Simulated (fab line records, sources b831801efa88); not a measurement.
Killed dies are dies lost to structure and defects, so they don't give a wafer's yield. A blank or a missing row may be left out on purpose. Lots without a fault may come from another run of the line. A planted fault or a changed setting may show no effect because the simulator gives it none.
fab line records | flow sky130
record lots=6 wafers=18 last_day=50
route steps=708 shown DNWELL@41 PWDE@45 NWELL@56 PAD_OPEN@708
lots that met no fault: from a run of the same line without faults
start_h: hours from the record's first day to the start of the lot's first wafer shown | wait_h: hours since the lot's step before | " the same as in the row above | L1.1+2: a row that stands for several wafers | - no value, or no start given | * or withheld: withheld | < > ~ a bound
route shown NAME@n: a module of which the file shows steps, and the number in the route of the first | usual: mean/standard deviation of fault-free wafers | same: alike in all rows | chamber/n: place in a boat | sites: the reading at each site | _std_site: their standard deviation | _edge_site: outer sites' mean less inner sites' | radius_mm: how far each site lies from the wafer's centre | mask NAME#n: copy n | behind: the tool/chamber that last shaped the wafer | hold: why the lot was held/for how many hours/how that ended | device: the transistor (n, p or np) that didn't switch | end of line: the same wafers' tests at the end of the route | a step without rows: its recipe alone | killed: dies lost to structure and defects at the first sort, not the wafer's yield | map: a wafer's dies, x killed, . not, _ none there
set.NAME: the setting as run; set.NAME@STEP: as run at that earlier step | model.NAME: the simulator's own value behind a step, which no gauge read
lots at some steps of the route; a table a step, a row a wafer
services: from which hour (start_h, from the record's first day; less than 0 if before it) a tool's chamber was out of use, for how many hours, and why
## steps
# step SKY_DNWELL_DEVELOP_06
# recipe wall_angle_deg=90 developer=TMAH develop_time_s=60 dev_temp_c=23
# step SKY_DNWELL_IMPLANT_07
# recipe species=P energy_kev=withheld dose_cm2=withheld tilt_deg=withheld
# step SKY_DNWELL_STRIP_08
# recipe chemistry=O2/N2 power_w=1400 pressure_mtorr=1500 platen_temp_c=withheld o2_flow_sccm=3000 n2_flow_sccm=300 overash_fraction=0.5
# usual drypump_motor_current_A=5.7/0.36 oes_product_au=0.722/0.0045 strip_time_to_endpoint_s=36.95/0.11
# columns lot.wafer tool chamber start_h wait_h drypump_motor_current_A oes_product_au rf_hours_counter_h strip_time_to_endpoint_s
L152.4 plasma_asher-03 1 57.29 0.1 5.9 0.718 - 36.84
L152.5 " 1 " " 5.9 0.717 - 36.96
L152.6 " 0 " " 6.0 0.727 - 36.84
L154.1 plasma_asher-01 1 62.87 0.1 5.8 0.724 39 36.73
L154.2 " 0 " " 5.9 0.731 39 36.90
L154.3 " 1 " " 5.8 0.726 - 36.92
L163.1 plasma_asher-03 0 110.42 0.1 6.0 0.718 42 37.01
L163.4 " 1 " " 5.8 0.722 - 36.89
L163.6 " 0 " " 6.0 0.719 - 37.03
L164.2 plasma_asher-03 0 116.01 0.1 6.0 0.718 43 37.14
L164.4 " 0 " " 6.0 0.724 - 37.06
L164.5 " 1 " " 5.9 0.720 - 37.01
L171.1 plasma_asher-04 0 155.32 0.1 5.7 0.733 48 37.08
L171.2 " 1 " " 5.0 0.727 48 37.05
L171.6 " 1 " " 5.0 0.722 - 37.16
L173.1 plasma_asher-04 1 164.00 0.1 5.0 0.716 49 37.04
L173.5 " 1 " " 5.0 0.723 - 37.08
L173.6 " 0 " " 5.8 0.727 - 37.13
# step SKY_DNWELL_TW_MEAS_09
# usual DNWELL_TW=1107/11
# columns lot.wafer tool chamber start_h wait_h DNWELL_TW
L152.4 film_metro-03 - 57.39 0.1 1119
L152.5 " - " " 1114
L152.6 " - " " 1114
L154.1 film_metro-04 - 62.97 0.1 1119
L154.2 " - " " 1117
L154.3 " - " " 1122
L163.1 film_metro-02 - 110.52 0.1 1092
L163.4 " - " " 1091
L163.6 " - " " 1091
L164.2 film_metro-04 - 116.12 0.1 1117
L164.4 " - " " 1123
L164.5 " - " " 1120
L171.1 film_metro-02 - 155.42 0.1 1094
L171.2 " - " " 1090
L171.6 " - " " 1091
L173.1 film_metro-03 - 164.10 0.1 1118
L173.5 " - " " 1118
L173.6 " - " " 1107
# step SKY_PWDE_DEHYDRATE_00
# recipe temp_c=200 time_s=60
# step SKY_PWDE_HMDS_01
# recipe prime_time_s=60 prime_temp_c=120
# step SKY_PWDE_COAT_02
# recipe spin_rpm=2000 resist_thk_nm=3000
# step SKY_PWDE_SOFTBAKE_03
# recipe temp_c=110 time_s=withheld
# step SKY_PWDE_EXPOSE_04
# recipe mask_id=PWDEM na=0.6 source_shape=conventional sigma_outer=0.6 polarization=unpolarized target_cd_nm=840 dose_mj=214
# step SKY_PWDE_PEB_05
# recipe temp_c=115 time_s=withheld
# step SKY_PWDE_DEVELOP_06
# recipe wall_angle_deg=90 developer=TMAH develop_time_s=60 dev_temp_c=23
# step SKY_PWDE_OVL_MEAS_07
# usual PWDE_OVL=0.6/1.6
# columns lot.wafer tool chamber start_h wait_h PWDE_OVL[nm]
L152.4 overlay-01 - 73.97 - 1.8
L152.5 " - " " 1.2
L152.6 " - " " -0.1
L154.1 overlay-01 - 79.82 - 1.3
L154.2 " - " " 1.8
L154.3 " - " " 3.5
L163.1 overlay-01 - 129.35 - 0.4
L163.4 " - " " 2.8
L163.6 " - " " 0.7
L164.2 overlay-02 - 135.28 - 2.6
L164.4 " - " " 3.7
L164.5 " - " " 1.5
L171.1 overlay-02 - 175.80 - -0.8
L171.2 " - " " 1.0
L171.6 " - " " 0.8
L173.1 overlay-02 - 185.05 - 0.1
L173.5 " - " " 0.8
L173.6 " - " " 1.6
# step SKY_PWDE_IMPLANT_08
# recipe species=B energy_kev=150 dose_cm2=3.6e+12 tilt_deg=withheld
# usual dose_ions_cm2=3.6e+12/4e+09 faraday_current_uA=20.3/0.4
# columns lot.wafer tool chamber start_h wait_h dose_ions_cm2 faraday_current_uA
L152.4 implanter-02 0 74.06 0.1 3.606e+12 20.6
L152.5 " 0 " " 3.605e+12 20.6
L152.6 " 0 " " 3.602e+12 20.3
L154.1 implanter-03 0 79.86 0.0 3.604e+12 20.7
L154.2 " 0 " " 3.601e+12 20.6
L154.3 " 0 " " 3.601e+12 20.7
L163.1 implanter-03 0 129.39 0.0 3.041e+12 17.1
L163.4 " 0 " " 3.04e+12 17.3
L163.6 " 0 " " 3.044e+12 16.6
L164.2 implanter-03 0 135.33 0.0 3.038e+12 17.0
L164.4 " 0 " " 3.042e+12 16.9
L164.5 " 0 " " 3.037e+12 17.1
L171.1 implanter-01 0 175.84 0.0 3.6e+12 20.6
L171.2 " 0 " " 3.595e+12 20.5
L171.6 " 0 " " 3.6e+12 20.1
L173.1 implanter-01 0 185.08 0.0 3.597e+12 19.8
L173.5 " 0 " " 3.592e+12 19.9
L173.6 " 0 " " 3.602e+12 19.7
# step SKY_PWDE_STRIP_09
# recipe chemistry=O2/N2 power_w=1400 pressure_mtorr=1500 platen_temp_c=withheld o2_flow_sccm=3000 n2_flow_sccm=300 overash_fraction=0.5
# usual drypump_motor_current_A=5.7/0.37 oes_product_au=0.721/0.0049 strip_time_to_endpoint_s=37.02/0.11
# columns lot.wafer tool chamber start_h wait_h drypump_motor_current_A oes_product_au rf_hours_counter_h strip_time_to_endpoint_s
L152.4 plasma_asher-04 1 74.17 0.1 5.0 0.725 - 36.82
L152.5 " 1 " " 5.0 0.719 - 36.92
L152.6 " 0 " " 5.7 0.720 - 36.94
L154.1 plasma_asher-02 1 80.01 0.1 5.7 0.726 24 37.05
L154.2 " 0 " " 6.1 0.730 24 37.07
L154.3 " 1 " " 5.7 0.723 - 37.09
L163.1 plasma_asher-04 0 129.54 0.1 5.7 0.719 45 37.06
L163.4 " 1 " " 5.0 0.718 - 36.97
L163.6 " 0 " " 5.7 0.717 - 36.98
L164.2 plasma_asher-04 1 135.46 0.1 5.1 0.721 46 37.09
L164.4 " 1 " " 5.1 0.728 - 37.04
L164.5 " 0 " " 5.7 0.728 - 36.94
L171.1 plasma_asher-02 1 175.99 0.1 5.7 0.729 33 36.90
L171.2 " 0 " " 6.1 0.725 33 36.72
L171.6 " 1 " " 5.7 0.731 - 36.90
L173.1 plasma_asher-04 1 185.23 0.1 5.0 0.712 51 36.90
L173.5 " 1 " " 5.0 0.726 - 36.82
L173.6 " 0 " " 5.7 0.722 - 36.93
# step SKY_PWDE_TW_MEAS_10
# usual PWDE_TW=373/3.7
# columns lot.wafer tool chamber start_h wait_h PWDE_TW
L152.4 film_metro-02 - 74.27 0.1 368
L152.5 " - " " 369
L152.6 " - " " 370
L154.1 film_metro-04 - 80.11 0.1 377
L154.2 " - " " 376
L154.3 " - " " 373
L163.1 film_metro-03 - 129.64 0.1 356
L163.4 " - " " 356
L163.6 " - " " 356
L164.2 film_metro-02 - 135.57 0.1 348
L164.4 " - " " 348
L164.5 " - " " 348
L171.1 film_metro-04 - 176.09 0.1 376
L171.2 " - " " 375
L171.6 " - " " 376
L173.1 film_metro-03 - 185.33 0.1 376
L173.5 " - " " 376
L173.6 " - " " 375
# step SKY_NWELL_DEHYDRATE_03
# recipe temp_c=200 time_s=60
# step SKY_NWELL_HMDS_04
# recipe prime_time_s=60 prime_temp_c=120
# step SKY_NWELL_COAT_05
# recipe spin_rpm=2000 resist_thk_nm=3000
# step SKY_NWELL_SOFTBAKE_06
# recipe temp_c=110 time_s=withheld
# step SKY_NWELL_EXPOSE_07
# recipe mask_id=NWM na=0.6 source_shape=conventional sigma_outer=0.6 polarization=unpolarized target_cd_nm=840 dose_mj=255
# step SKY_NWELL_PEB_08
# recipe temp_c=115 time_s=withheld
# step SKY_NWELL_DEVELOP_09
# recipe wall_angle_deg=90 developer=TMAH develop_time_s=60 dev_temp_c=23
# step SKY_NWELL_OVL_MEAS_10
# usual NWELL_00_OVL=1.6/1.8
# columns lot.wafer tool chamber start_h wait_h NWELL_00_OVL[nm]
L152.4 overlay-01 - 91.37 - 2.8
L152.5 " - " " 2.4
L152.6 " - " " 2.7
L154.1 overlay-02 - 96.60 - 2.0
L154.2 " - " " 1.0
L154.3 " - " " 0.6
L163.1 overlay-02 - 148.90 - 1.4
L163.4 " - " " 2.3
L163.6 " - " " 1.0
L164.2 overlay-01 - 155.51 - 2.8
L164.4 " - " " 1.6
L164.5 " - " " 3.4
L171.1 overlay-01 - 197.25 - 1.7
L171.2 " - " " 2.6
L171.6 " - " " 3.5
L173.1 overlay-02 - 206.65 - 2.2
L173.5 " - " " 2.6
L173.6 " - " " 2.0
# step SKY_NWELL_IMPLANT_11
# recipe species=P energy_kev=400 dose_cm2=1.9e+13 tilt_deg=withheld
# step SKY_NWELL_IMPLANT_12
# recipe species=P energy_kev=120 dose_cm2=1.3e+12 tilt_deg=withheld
# step SKY_NWELL_IMPLANT_13
# recipe species=P energy_kev=50 dose_cm2=7e+11 tilt_deg=withheld
# step SKY_NWELL_STRIP_14
# recipe chemistry=O2/N2 power_w=1400 pressure_mtorr=1500 platen_temp_c=withheld o2_flow_sccm=3000 n2_flow_sccm=300 overash_fraction=0.5
# usual drypump_motor_current_A=5.7/0.31 oes_product_au=0.722/0.0044 strip_time_to_endpoint_s=36.95/0.11
# columns lot.wafer tool chamber start_h wait_h drypump_motor_current_A oes_product_au rf_hours_counter_h strip_time_to_endpoint_s
L152.4 plasma_asher-02 0 91.87 0.1 6.0 0.717 - 36.92
L152.5 " 1 " " 5.7 0.727 - 36.82
L152.6 " 0 " " 6.0 0.722 - 36.95
L154.1 plasma_asher-02 0 97.08 0.1 6.0 0.723 26 36.82
L154.2 " 1 " " 5.7 0.724 26 36.89
L154.3 " 1 " " 5.7 0.723 - 36.78
L163.1 plasma_asher-02 0 149.39 0.1 6.0 0.718 30 36.95
L163.4 " 1 " " 5.7 0.720 - 36.93
L163.6 " 0 " " 6.0 0.713 - 37.00
L164.2 plasma_asher-02 1 155.99 0.1 5.7 0.720 31 36.88
L164.4 " 0 " " 6.0 0.719 - 36.93
L164.5 " 1 " " 5.7 0.728 - 36.86
L171.1 plasma_asher-02 1 197.81 0.1 5.7 0.723 35 36.81
L171.2 " 0 " " 6.0 0.725 35 36.71
L171.6 " 0 " " 6.0 0.717 - 36.71
L173.1 plasma_asher-01 1 207.14 0.1 5.8 0.725 8 37.10
L173.5 " 1 " " 5.8 0.728 - 37.09
L173.6 " 0 " " 5.9 0.725 - 37.02
# step SKY_NWELL_TW_MEAS_15
# usual NWELL_TW=1816/17
# columns lot.wafer tool chamber start_h wait_h NWELL_TW
L152.4 film_metro-04 - 91.96 0.1 1826
L152.5 " - " " 1829
L152.6 " - " " 1817
L154.1 film_metro-02 - 97.18 0.1 1787
L154.2 " - " " 1794
L154.3 " - " " 1793
L163.1 film_metro-04 - 149.49 0.1 1824
L163.4 " - " " 1815
L163.6 " - " " 1820
L164.2 film_metro-03 - 156.10 0.1 1826
L164.4 " - " " 1834
L164.5 " - " " 1821
L171.1 film_metro-04 - 197.91 0.1 1827
L171.2 " - " " 1832
L171.6 " - " " 1820
L173.1 film_metro-04 - 207.24 0.1 1830
L173.5 " - " " 1825
L173.6 " - " " 1828
# step SKY_NWELL_DEHYDRATE_16
# recipe temp_c=200 time_s=60
# step SKY_NWELL_HMDS_17
# recipe prime_time_s=60 prime_temp_c=120
# step SKY_NWELL_COAT_18
# recipe spin_rpm=2000 resist_thk_nm=3000
# step SKY_NWELL_SOFTBAKE_19
# recipe temp_c=110 time_s=withheld
# step SKY_NWELL_EXPOSE_20
# recipe mask_id=NWM_COMPLEMENT na=0.6 source_shape=conventional sigma_outer=0.6 polarization=unpolarized target_cd_nm=840 dose_mj=260
# step SKY_NWELL_PEB_21
# recipe temp_c=115 time_s=withheld
# step SKY_NWELL_DEVELOP_22
# recipe wall_angle_deg=90 developer=TMAH develop_time_s=60 dev_temp_c=23
# step SKY_NWELL_OVL_MEAS_23
# usual NWELL_01_OVL=-0.6/1.6
# columns lot.wafer tool chamber start_h wait_h NWELL_01_OVL[nm]
L152.4 overlay-02 - 109.02 - -1.5
L152.5 " - " " -2.1
L152.6 " - " " -0.8
L154.1 overlay-01 - 115.00 - 1.1
L154.2 " - " " 0.2
L154.3 " - " " -1.9
L163.1 overlay-01 - 169.70 - -2.8
L163.4 " - " " -1.1
L163.6 " - " " 0.7
L164.2 overlay-02 - 176.16 - -3.1
L164.4 " - " " -4.6
L164.5 " - " " -0.2
L171.1 overlay-01 - 219.00 - 0.7
L171.2 " - " " -0.1
L171.6 " - " " -2.1
L173.1 overlay-02 - 229.71 - 0.0
L173.5 " - " " -2.6
L173.6 " - " " -3.8
# step SKY_NWELL_IMPLANT_24
# recipe species=B energy_kev=140 dose_cm2=9.2e+12 tilt_deg=withheld
# step SKY_NWELL_STRIP_25
# recipe chemistry=O2/N2 power_w=1400 pressure_mtorr=1500 platen_temp_c=withheld o2_flow_sccm=3000 n2_flow_sccm=300 overash_fraction=0.5
# usual drypump_motor_current_A=5.78/0.26 oes_product_au=0.722/0.0045 strip_time_to_endpoint_s=37.00/0.11
# columns lot.wafer tool chamber start_h wait_h drypump_motor_current_A oes_product_au rf_hours_counter_h strip_time_to_endpoint_s
L152.4 plasma_asher-02 1 109.22 0.1 5.70 0.726 - 36.89
L152.5 " 0 " " 6.03 0.716 - 36.86
L152.6 " 1 " " 5.69 0.724 - 36.92
L154.1 plasma_asher-02 1 115.19 0.1 5.70 0.714 28 37.15
L154.2 " 0 " " 6.06 0.719 28 37.07
L154.3 " 0 " " 6.00 0.723 - 37.09
L163.1 plasma_asher-02 0 169.89 0.1 6.01 0.729 32 36.87
L163.4 " 0 " " 6.02 0.727 - 36.95
L163.6 " 1 " " 5.69 0.719 - 36.93
L164.2 plasma_asher-01 0 176.34 0.1 5.85 0.728 5 36.90
L164.4 " 0 " " 5.87 0.726 - 36.72
L164.5 " 1 " " 5.81 0.723 - 36.88
L171.1 plasma_asher-04 0 219.19 0.1 5.75 0.723 55 36.99
L171.2 " 1 " " 5.02 0.720 55 36.94
L171.6 " 1 " " 4.95 0.726 - 36.94
L173.1 plasma_asher-01 1 229.89 0.1 5.78 0.724 10 36.96
L173.5 " 1 " " 5.81 0.721 - 37.05
L173.6 " 0 " " 5.85 0.718 - 37.10
# step SKY_NWELL_TW_MEAS_26
# usual NWELL_2_TW=495/5.4
# columns lot.wafer tool chamber start_h wait_h NWELL_2_TW
L152.4 film_metro-04 - 109.32 0.1 502
L152.5 " - " " 500
L152.6 " - " " 496
L154.1 film_metro-04 - 115.29 0.1 503
L154.2 " - " " 498
L154.3 " - " " 500
L163.1 film_metro-04 - 169.99 0.1 502
L163.4 " - " " 499
L163.6 " - " " 500
L164.2 film_metro-04 - 176.45 0.1 499
L164.4 " - " " 498
L164.5 " - " " 493
L171.1 film_metro-04 - 219.29 0.1 499
L171.2 " - " " 500
L171.6 " - " " 497
L173.1 film_metro-02 - 229.99 0.1 482
L173.5 " - " " 489
L173.6 " - " " 488
# step SKY_NWELL_CLEAN_27
# recipe chemistry=SC1/SC2 mix=1:4:20 temp_c=70 time_s=150 dry=n2_spin
# step SKY_NWELL_RTA_28
# recipe temp_c=1050 time_s=30 idle_temp_c=650 ramp_up_c_per_s=150 ramp_down_c_per_s=90 ambient=N2
# usual lamp_power_pct=25.30/0.051 ramp_up_c_per_s=150.00/0.029 wafer_temp_C_max=1054.7/0.98
# same time_s=30
# columns lot.wafer tool chamber start_h wait_h lamp_power_pct ramp_up_c_per_s wafer_temp_C_max
L152.4 rtp_anneal-01 0 109.45 0.1 25.39 150.02 1054.9
L152.5 " 0 " " 25.19 150.03 1054.7
L152.6 " 0 " " 25.31 150.04 1055.1
L154.1 rtp_anneal-01 0 115.40 0.0 25.22 149.95 1054.0
L154.2 " 0 " " 25.26 150.07 1054.5
L154.3 " 0 " " 25.23 149.99 1054.7
L163.1 rtp_anneal-01 0 170.10 0.0 25.36 149.91 1054.2
L163.4 " 0 " " 25.29 150.02 1054.4
L163.6 " 0 " " 25.32 150.02 1053.1
L164.2 rtp_anneal-02 0 176.57 0.0 25.27 149.98 1054.0
L164.4 " 0 " " 25.29 150.05 1056.3
L164.5 " 0 " " 25.33 150.02 1055.4
L171.1 rtp_anneal-02 0 219.40 0.0 25.33 150.03 1054.8
L171.2 " 0 " " 25.38 150.04 1054.8
L171.6 " 0 " " 25.25 149.97 1055.4
L173.1 rtp_anneal-02 0 230.10 0.0 25.31 150.01 1054.5
L173.5 " 0 " " 25.28 149.99 1052.3
L173.6 " 0 " " 25.29 149.97 1053.1
# step SKY_NWELL_RS_MEAS_29
# recipe thk_meas_gauge=four-point-probe
# usual NWELL_RS=625.1/1.6
# columns lot.wafer tool chamber start_h wait_h NWELL_RS[ohm/sq]
L152.4 film_metro-02 - 109.56 0.1 624.4
L152.5 " - " " 624.1
L152.6 " - " " 625.3
L154.1 film_metro-02 - 115.50 0.1 624.5
L154.2 " - " " 625.2
L154.3 " - " " 625.4
L163.1 film_metro-04 - 170.20 0.1 624.7
L163.4 " - " " 623.9
L163.6 " - " " 623.3
L164.2 film_metro-02 - 176.67 0.1 622.7
L164.4 " - " " 621.6
L164.5 " - " " 624.0
L171.1 film_metro-02 - 219.50 0.1 624.8
L171.2 " - " " 625.6
L171.6 " - " " 626.1
L173.1 film_metro-03 - 230.20 0.1 626.6
L173.5 " - " " 628.0
L173.6 " - " " 626.7
# step SKY_NWELL_RS_MEAS_31
# recipe thk_meas_gauge=four-point-probe
# usual PWDE_RS=5269/20
# columns lot.wafer tool chamber start_h wait_h PWDE_RS[ohm/sq]
L152.4 film_metro-02 - 109.80 0.1 5311
L152.5 " - " " 5279
L152.6 " - " " 5276
L154.1 film_metro-02 - 115.74 0.1 5234
L154.2 " - " " 5245
L154.3 " - " " 5218
L163.1 film_metro-04 - 170.44 0.1 6036
L163.4 " - " " 6025
L163.6 " - " " 6022
L164.2 film_metro-02 - 176.91 0.1 6042
L164.4 " - " " 6013
L164.5 " - " " 6040
L171.1 film_metro-02 - 219.74 0.1 5260
L171.2 " - " " 5251
L171.6 " - " " 5268
L173.1 film_metro-03 - 230.44 0.1 5274
L173.5 " - " " 5270
L173.6 " - " " 5258
# step SKY_PAD_OPEN_PROBE_99
# usual killed_at_M0_to_M3=41/6.2 killed_at_M4_up=3.0/1.7 killed_at_contacts=25/5.8 killed_at_front_end=16/4.5 killed_at_other=0.2/0.42 killed_dies=85/8.4 killed_open=46/5.9 killed_short=39/6.3
# same gross_dies=492 killed_at_back_side=0
# columns lot.wafer tool chamber start_h wait_h killed_at_M0_to_M3 killed_at_M4_up killed_at_contacts killed_at_front_end killed_at_other killed_dies killed_open killed_short model.etest.res_p_drift_20v.line_ohm_um model.etest.res_p_drift_20v.rs_ohm_sq model.etest.res_pwde_under_gate.rs_ohm_sq
L152.4 prober-02 - 1083.34 0.2 38 4 22 19 0 83 45 38 1.152e+04 9620 6177
L152.5 prober-02 - 1083.39 0.2 50 6 18 16 0 90 49 41 1.252e+04 1.044e+04 6221
L152.6 prober-02 - 1083.44 0.2 43 6 23 20 1 93 48 45 1.185e+04 9686 6240
L154.1 prober-02 - 1090.57 0.1 52 3 15 22 0 92 41 51 1.154e+04 9667 6125
L154.2 prober-02 - 1090.62 0.1 38 4 36 18 1 97 49 48 1.23e+04 1.018e+04 6138
L154.3 prober-02 - 1090.67 0.2 44 1 23 19 0 87 58 29 1.095e+04 9229 6098
L163.1 prober-01 - 1145.96 0.1 47 2 27 16 0 92 50 42 1.183e+04 1.002e+04 7144
L163.4 prober-01 - 1146.11 0.2 41 7 23 21 0 92 48 44 1.19e+04 1.004e+04 7102
L163.6 prober-01 - 1146.21 0.2 41 3 20 23 0 87 55 32 1.184e+04 1.01e+04 7119
L164.2 prober-02 - 1152.16 0.1 34 3 34 21 1 93 47 43 1.203e+04 1.016e+04 7250
L164.4 prober-02 - 1152.26 0.2 38 2 31 21 1 93 56 35 1.261e+04 1.046e+04 7258
L164.5 prober-02 - 1152.31 0.2 39 3 24 13 1 80 42 38 1.201e+04 1.003e+04 7209
L171.1 prober-02 - 1187.32 0.1 44 4 34 14 0 96 51 45 1.181e+04 1.008e+04 6156
L171.2 prober-02 - 1187.37 0.1 40 3 26 18 0 87 52 35 1.257e+04 1.054e+04 6202
L171.6 prober-02 - 1187.57 0.2 46 1 26 14 0 87 46 41 1.24e+04 1.057e+04 6225
L173.1 prober-01 - 1191.57 0.1 33 4 27 19 0 83 43 40 1.188e+04 1.015e+04 6127
L173.5 prober-01 - 1191.77 0.2 34 2 22 21 0 79 43 36 1.187e+04 9984 6170
L173.6 prober-01 - 1191.82 0.2 43 1 23 13 1 81 39 41 1.164e+04 9785 6142
# killed by level:class
L152.4 VIA1:geometric_particle:open=7 VIA3:geometric_particle:open=7 VIA2:geometric_particle:open=6 CONTACT:geometric_particle:open=5 POLY_GATE:geometric_particle:open=5 POLY_GATE:geometric_particle:short=5 LOCAL_INTERCONNECT:geometric_particle:short=5 FIELD_ISO:geometric_particle:short=4
L152.5 VIA1:geometric_particle:open=13 VIA3:geometric_particle:open=11 METAL1:geometric_particle:short=8 CONTACT:geometric_particle:open=6 LOCAL_INTERCONNECT:geometric_particle:short=5 VIA2:geometric_particle:open=5 POLY_GATE:geometric_particle:short=4 LI_CONTACT:geometric_particle:open=4
L152.6 CONTACT:geometric_particle:open=13 VIA1:geometric_particle:open=11 POLY_GATE:geometric_particle:short=6 VIA1:geometric_particle:short=5 VIA3:geometric_particle:open=5 VIA2:geometric_particle:open=5 FIELD_ISO:geometric_particle:short=4 METAL3:geometric_particle:short=4
L154.1 VIA1:geometric_particle:open=12 METAL2:geometric_particle:short=9 FIELD_ISO:geometric_particle:short=8 METAL1:geometric_particle:short=7 LI_CONTACT:geometric_particle:open=6 VIA3:geometric_particle:open=6 VIA2:geometric_particle:open=5 POLY_GATE:geometric_particle:short=4
L154.2 CONTACT:geometric_particle:open=13 VIA1:geometric_particle:open=10 LI_CONTACT:geometric_particle:open=8 METAL2:geometric_particle:short=6 LI_CONTACT:geometric_particle:short=5 METAL1:geometric_particle:short=5 CONTACT:geometric_particle:short=5 FIELD_ISO:geometric_particle:open=4
L154.3 VIA1:geometric_particle:open=14 LI_CONTACT:geometric_particle:open=12 CONTACT:geometric_particle:open=7 VIA3:geometric_particle:open=7 POLY_GATE:geometric_particle:open=6 METAL1:geometric_particle:short=6 POLY_GATE:geometric_particle:short=5 VIA2:geometric_particle:open=5
L163.1 VIA1:geometric_particle:open=14 CONTACT:geometric_particle:open=11 VIA1:geometric_particle:short=7 VIA2:geometric_particle:open=7 FIELD_ISO:geometric_particle:short=6 FIELD_ISO:geometric_particle:open=4 LOCAL_INTERCONNECT:geometric_particle:short=4 LOCAL_INTERCONNECT:geometric_particle:open=4
L163.4 CONTACT:geometric_particle:open=10 VIA1:geometric_particle:open=9 FIELD_ISO:geometric_particle:open=7 METAL4:geometric_particle:short=7 LI_CONTACT:geometric_particle:open=6 VIA3:geometric_particle:open=6 METAL2:geometric_particle:short=6 FIELD_ISO:geometric_particle:short=5
L163.6 FIELD_ISO:geometric_particle:open=13 VIA1:geometric_particle:open=11 CONTACT:geometric_particle:open=9 VIA3:geometric_particle:open=7 LI_CONTACT:geometric_particle:open=6 FIELD_ISO:geometric_particle:short=5 VIA1:geometric_particle:short=5 METAL1:geometric_particle:short=4
L164.2 LI_CONTACT:geometric_particle:open=11 CONTACT:geometric_particle:open=8 METAL2:geometric_particle:short=7 VIA1:geometric_particle:open=7 FIELD_ISO:geometric_particle:short=6 LI_CONTACT:geometric_particle:short=6 CONTACT:geometric_particle:short=5 VIA2:geometric_particle:open=5
L164.4 CONTACT:geometric_particle:open=15 VIA1:geometric_particle:open=12 VIA2:geometric_particle:open=9 LI_CONTACT:geometric_particle:open=8 FIELD_ISO:geometric_particle:short=5 FIELD_ISO:geometric_particle:open=4 METAL2:geometric_particle:short=4 POLY_GATE:geometric_particle:open=3
L164.5 CONTACT:geometric_particle:open=9 VIA3:geometric_particle:open=7 LI_CONTACT:geometric_particle:open=7 VIA1:geometric_particle:short=6 METAL2:geometric_particle:short=6 VIA1:geometric_particle:open=5 CONTACT:geometric_particle:short=4 VIA2:geometric_particle:open=4
L171.1 CONTACT:geometric_particle:open=17 VIA1:geometric_particle:open=15 CONTACT:geometric_particle:short=10 METAL1:geometric_particle:short=6 LI_CONTACT:geometric_particle:open=5 FIELD_ISO:geometric_particle:short=4 METAL2:geometric_particle:short=4 VIA2:geometric_particle:short=3
L171.2 CONTACT:geometric_particle:open=16 VIA1:geometric_particle:open=12 POLY_GATE:geometric_particle:short=8 VIA3:geometric_particle:open=5 FIELD_ISO:geometric_particle:short=4 LI_CONTACT:geometric_particle:open=4 VIA2:geometric_particle:short=4 VIA2:geometric_particle:open=4
L171.6 CONTACT:geometric_particle:open=11 VIA1:geometric_particle:open=11 VIA3:geometric_particle:open=8 CONTACT:geometric_particle:short=7 VIA1:geometric_particle:short=7 FIELD_ISO:geometric_particle:open=5 LI_CONTACT:geometric_particle:open=5 VIA3:geometric_particle:short=5
L173.1 LI_CONTACT:geometric_particle:open=8 CONTACT:geometric_particle:open=7 VIA1:geometric_particle:open=7 FIELD_ISO:geometric_particle:short=6 FIELD_ISO:geometric_particle:open=5 LOCAL_INTERCONNECT:geometric_particle:short=5 METAL2:geometric_particle:short=5 VIA2:geometric_particle:short=5
L173.5 CONTACT:geometric_particle:open=12 FIELD_ISO:geometric_particle:open=7 VIA2:geometric_particle:open=7 FIELD_ISO:geometric_particle:short=6 VIA1:geometric_particle:open=6 CONTACT:geometric_particle:short=5 VIA1:geometric_particle:short=5 VIA3:geometric_particle:open=5
L173.6 CONTACT:geometric_particle:open=11 VIA1:geometric_particle:open=10 METAL1:geometric_particle:short=9 LI_CONTACT:geometric_particle:open=5 VIA3:geometric_particle:open=5 FIELD_ISO:geometric_particle:short=4 POLY_GATE:geometric_particle:short=4 VIA3:geometric_particle:short=4
## services
# columns tool chamber start_h hours kind
implanter-01 - 39.08 2.9 pm
implanter-03 - 51.64 0.6 repair
rtp_anneal-02 - 56.01 6.2 pm
implanter-01 - 76.73 4.2 repair
plasma_asher-03 - 97.22 9.6 repair
implanter-01 - 97.31 6.0 pm
plasma_asher-01 - 108.75 9.0 pm
plasma_asher-01 0 108.75 9.0 vent_cycle
plasma_asher-01 1 108.75 9.0 vent_cycle
plasma_asher-01 0 117.75 - clean
plasma_asher-01 1 117.75 - clean
implanter-02 - 121.44 5.8 repair
implanter-01 - 122.35 2.2 repair
plasma_asher-02 - 137.41 11.5 repair
plasma_asher-01 - 146.34 14.6 pm
implanter-01 - 151.16 2.9 repair
plasma_asher-01 - 163.35 1.4 repair
implanter-02 - 171.90 1.0 repair
plasma_asher-04 - 176.56 2.9 repair
implanter-02 - 179.34 0.9 repair
plasma_asher-04 - 224.98 0.9 repair
## key
first_sign step=SKY_PWDE_IMPLANT_08 reading=dose_ions_cm2 direction=down sigmas=99+ usual=* struck=*
effect step=SKY_PWDE_IMPLANT_08 reading=faraday_current_uA direction=down sigmas=8.3 usual=20.3 struck=17.0
effect step=SKY_PWDE_TW_MEAS_10 reading=PWDE_TW direction=down sigmas=5.6 usual=373 struck=352
effect step=SKY_NWELL_RS_MEAS_31 reading=PWDE_RS direction=up sigmas=38 usual=5269 struck=6030
model_effect step=SKY_PAD_OPEN_PROBE_99 value=etest.res_p_drift_20v.line_ohm_um without=1.031e+04 struck=1.204e+04
met_at SKY_PWDE_IMPLANT_08
struck_wafers L163.1,L163.4,L163.6,L164.2,L164.4,L164.5
tester_left_out L163,L164
onset_between 79.86 129.39
fault kind=process_parameter_drift tool=implanter-03 chamber=- onset_h=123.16 steps=SKY_PWDE_IMPLANT_08 channel=dose_cm2 offset=* shape=step end_h=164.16 acts_in=* stated=*
# tester_left_out: of these lots the tester's yield and bins aren't shown, on N5 and GAA mostly nor the transistor test; their killed dies are dies lost to structure and defects alone, not to doping, threshold or leakage, so they don't give the yield
